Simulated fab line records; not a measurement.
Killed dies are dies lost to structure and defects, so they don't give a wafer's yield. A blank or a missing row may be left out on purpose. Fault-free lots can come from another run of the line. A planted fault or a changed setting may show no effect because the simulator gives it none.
Chamber matching    flow gf180mcu    cmp-01 running GF_V1_CMP_26: 4 sister chambers
The step polishes, stops on SiO2, t overpolish 15 s, target thk 0 nm. 4 wafers are shown with their chamber, then 8 later ones without.

WAFERS PAIRED WITH THEIR CHAMBERS
wafer   chamber  motor-current-A (A)
L462.3  2        12.1
L470.3  1        11.2
L470.6  0        10.2
L471.2  3        11.8

WAFERS WITH NO CHAMBER GIVEN
wafer   motor-current-A (A)
L471.5  12.5
L471.6  11.2
L473.2  10.0
L473.3  11.9
L473.4  12.4
L475.1  10.9
L475.3  12.8
L475.4  10.4

WHICH CHAMBER EACH WENT THROUGH
wafer   from the rows above           in truth
L471.5  can't be placed: 2 or 3       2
L471.6  can't be placed: 1 or 3       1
L473.2  0                             0
L473.3  can't be placed: 3 or 2 or 1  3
L473.4  can't be placed: 2 or 3       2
L475.1  can't be placed: 1 or 0 or 3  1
L475.3  can't be placed: 2 or 3       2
L475.4  can't be placed: 0 or 1       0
Placed correctly: 1 of 8. Can't be placed from these rows: 7 (the true chamber is among the candidates in 7). 0 placed wrongly.
How it was worked out, from the rows above alone: a wafer's distance from a chamber is the root of the sum, over the readings, of the square of ((its reading less the chamber's mean) divided by the reading's scatter). If the next closest chamber is less than 2 further off than the closest, the wafer can't be placed; otherwise it belongs to the closest. A chamber's mean is the mean of its shown wafers. The scatter (one wafer shown for each chamber): square how far every hidden wafer sits from the nearest shown wafer, average those squares and take the square root.
